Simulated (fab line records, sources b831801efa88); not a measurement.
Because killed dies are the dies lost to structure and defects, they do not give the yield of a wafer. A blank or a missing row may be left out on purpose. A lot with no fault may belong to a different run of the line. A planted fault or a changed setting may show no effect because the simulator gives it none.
Which tool was responsible? + flow gf180mcu + Sampling: 15 lots, 45 wafers, 4 of 602 route steps

## WHAT EACH GAUGE READ, for each wafer
GF_V3_OVL_MEAS_15. Usual: V3_OVL typically reads 0 nm, with standard deviation 5.3.
| lot  | measured     | on         | V3_OVL (nm) | flag |
|------|--------------|------------|-------------|------|
| L116 | day 22 08:38 | overlay-01 | 5 -4 -5     |      |
| L118 | day 23 02:17 | overlay-02 | 1 -16 -8    |      |
| L119 | day 23 13:49 | overlay-02 | -4 -1 -3    |      |
| L121 | day 24 05:10 | overlay-01 | 2 0 1       |      |
| L122 | day 24 15:44 | overlay-02 | 3 8 4       |      |
| L123 | day 25 04:16 | overlay-01 | 3 9 -1      |      |
| L124 | day 25 07:29 | overlay-02 | -8 -5 -1    |      |
| L131 | day 27 15:00 | overlay-01 | 5 -12 1     |      |
| L132 | day 27 19:55 | overlay-02 | 2 8 -2      |      |
| L133 | day 28 03:43 | overlay-01 | 4 -1 -2     |      |
| L134 | day 28 10:18 | overlay-02 | 0 -1 7      |      |
| L135 | day 28 14:13 | overlay-02 | 2 -5 4      |      |
| L136 | day 29 00:29 | overlay-02 | 3 5 6       |      |
| L137 | day 29 06:47 | overlay-02 | -9 -4 1     |      |
| L139 | day 29 22:04 | overlay-02 | -3 -4 -3    |      |

GF_V3_RS_MEAS_24: uses a four-point probe to measure. Usual: V3_W_RS typically reads 0.328 ohm/sq, with standard deviation 0.0033.
| lot  | measured     | on            | V3_W_RS (ohm/sq)  | flag |
|------|--------------|---------------|-------------------|------|
| L116 | day 22 09:40 | film_metro-01 | 0.328 0.326 0.328 |      |
| L118 | day 23 03:11 | film_metro-01 | 0.327 0.332 0.327 |      |
| L119 | day 23 14:46 | film_metro-01 | 0.327 0.325 0.330 |      |
| L121 | day 24 06:26 | film_metro-03 | 0.328 0.326 0.328 |      |
| L122 | day 24 16:43 | film_metro-01 | 0.330 0.325 0.330 |      |
| L123 | day 25 05:17 | film_metro-01 | 0.327 0.327 0.332 |      |
| L124 | day 25 08:25 | film_metro-04 | 0.327 0.326 0.323 |      |
| L131 | day 27 15:55 | film_metro-04 | 0.326 0.331 0.326 |      |
| L132 | day 27 20:52 | film_metro-01 | 0.331 0.330 0.330 |      |
| L133 | day 28 04:40 | film_metro-01 | 0.326 0.325 0.329 |      |
| L134 | day 28 11:13 | film_metro-03 | 0.333 0.329 0.326 |      |
| L135 | day 28 15:11 | film_metro-01 | 0.328 0.326 0.326 |      |
| L136 | day 29 01:25 | film_metro-01 | 0.327 0.323 0.326 |      |
| L137 | day 29 08:06 | film_metro-03 | 0.335 0.334 0.325 |      |
| L139 | day 29 22:58 | film_metro-04 | 0.327 0.320 0.325 |      |

GF_V4_CD_MEAS_14: the cd target is 260 nm. Usual: cd_nm reads 259.8 nm (standard deviation 1.2).
| lot  | measured     | on        | cd_nm (nm)        | flag |
|------|--------------|-----------|-------------------|------|
| L116 | day 24 09:02 | cd_sem-02 | 260.7 260.3 261.9 |      |
| L118 | day 25 03:05 | cd_sem-02 | 258.7 258.9 257.8 |      |
| L119 | day 25 13:29 | cd_sem-02 | 259.8 259.7 259.4 |      |
| L124 | day 27 05:10 | cd_sem-02 | 257.4 258.3 258.6 |      |
| L131 | day 29 09:26 | cd_sem-02 | 259.0 259.7 260.4 |      |
| L132 | day 29 12:37 | cd_sem-02 | 262.5 260.9 262.4 |      |
| L133 | day 29 20:11 | cd_sem-02 | 259.5 259.9 259.9 |      |
| L134 | day 30 01:30 | cd_sem-02 | 259.2 258.6 259.9 |      |
| L135 | day 30 07:01 | cd_sem-01 | 258.4 258.5 260.6 |      |
| L136 | day 30 16:26 | cd_sem-02 | 261.2 262.5 262.6 |      |
| L137 | day 30 22:25 | cd_sem-02 | 259.3 259.2 259.0 |      |
| L139 | day 31 12:41 | cd_sem-02 | 259.6 259.8 259.8 |      |

## WHICH TOOL RAN EACH LOT (tool, then ch and the chambers of the sampled wafers, then the start)
| lot  | GF_V4_CVD_02                    |
|------|---------------------------------|
| L116 | pecvd-02 ch 1,2, day 23 10:14   |
| L118 | pecvd-04 ch 0,1, day 24 04:19   |
| L119 | pecvd-02 ch 0,1,2, day 24 14:55 |
| L121 | pecvd-04 ch 0,1, day 25 06:27   |
| L122 | pecvd-02 ch 0,1, day 25 16:26   |
| L123 | pecvd-02 ch 0,2, day 26 04:10   |
| L124 | pecvd-04 ch 0,2, day 26 08:02   |
| L131 | pecvd-02 ch 0,1,2, day 28 13:02 |
| L132 | pecvd-02 ch 1,2, day 28 17:56   |
| L133 | pecvd-02 ch 0,1,2, day 29 01:32 |
| L134 | pecvd-02 ch 1,2, day 29 07:08   |
| L135 | pecvd-01 ch 0,2, day 29 11:48   |
| L136 | pecvd-04 ch 0,1, day 29 21:27   |
| L137 | pecvd-02 ch 1,2, day 30 04:13   |
| L139 | pecvd-04 ch 0,2, day 30 18:38   |
- GF_V4_CVD_02: deposits SiO2 from TEOS, target thk 850 nm, time 94.851 s.

## WHAT THE TOOLS THEMSELVES READ (means of the sampled wafers that have a number; where no wafer has one, the mark that the record gives instead)
GF_V4_CVD_02. Usual: heater_power_outer_w 378 W, standard deviation 77; heater_power_w 641 W, standard deviation 110; rf_fwd_power_W 596.4 W, standard deviation 2.1.
| lot  | tool     | heater_power_outer_w (W) | heater_power_w (W) | rf_fwd_power_W (W) | flag |
|------|----------|--------------------------|--------------------|--------------------|------|
| L116 | pecvd-02 | 438                      | 711                | 595.1              |      |
| L118 | pecvd-04 | 367                      | 602                | 598.4              |      |
| L119 | pecvd-02 | 367                      | 620                | 596.0              |      |
| L121 | pecvd-04 | -                        | -                  | -                  | OFF  |
| L122 | pecvd-02 | -                        | -                  | -                  | OFF  |
| L123 | pecvd-02 | -                        | -                  | -                  | OFF  |
| L124 | pecvd-04 | 355                      | 624                | 597.9              |      |
| L131 | pecvd-02 | 372                      | 613                | 596.2              |      |
| L132 | pecvd-02 | 412                      | 670                | 594.9              |      |
| L133 | pecvd-02 | 411                      | 688                | 596.1              |      |
| L134 | pecvd-02 | 448                      | 723                | 596.4              |      |
| L135 | pecvd-01 | 298                      | 579                | 593.7              |      |
| L136 | pecvd-04 | 368                      | 617                | 597.8              |      |
| L137 | pecvd-02 | 447                      | 731                | 597.8              |      |
| L139 | pecvd-04 | 362                      | 638                | 596.0              |      |

## THE ANSWER, worked out from the rows above alone
Rule: take the mean of a lot's wafers that have a number; if it is more than 3 standard deviations from the usual mean, the lot is off. A lot without any number at a reading at which 4 lots or more have one is off too. All remaining lots with rows at the step are treated as sound. First the gauges in route order, then the tools' own readings, where a lot's mean is used as printed above. The first step at which some lot is off is used, and at that step the reading that is off furthest; a lot without a number counts as furthest.
Off: L121, L122, L123, at GF_V4_CVD_02 (heater_power_outer_w). Without a number there: L121, L122, L123.
A tool fits if, at that step or a process step before it, it ran every lot that is off, and no sound lot after the first of them. No candidate that was tried fits.

## WHAT THE SIMULATOR HAD PUT IN
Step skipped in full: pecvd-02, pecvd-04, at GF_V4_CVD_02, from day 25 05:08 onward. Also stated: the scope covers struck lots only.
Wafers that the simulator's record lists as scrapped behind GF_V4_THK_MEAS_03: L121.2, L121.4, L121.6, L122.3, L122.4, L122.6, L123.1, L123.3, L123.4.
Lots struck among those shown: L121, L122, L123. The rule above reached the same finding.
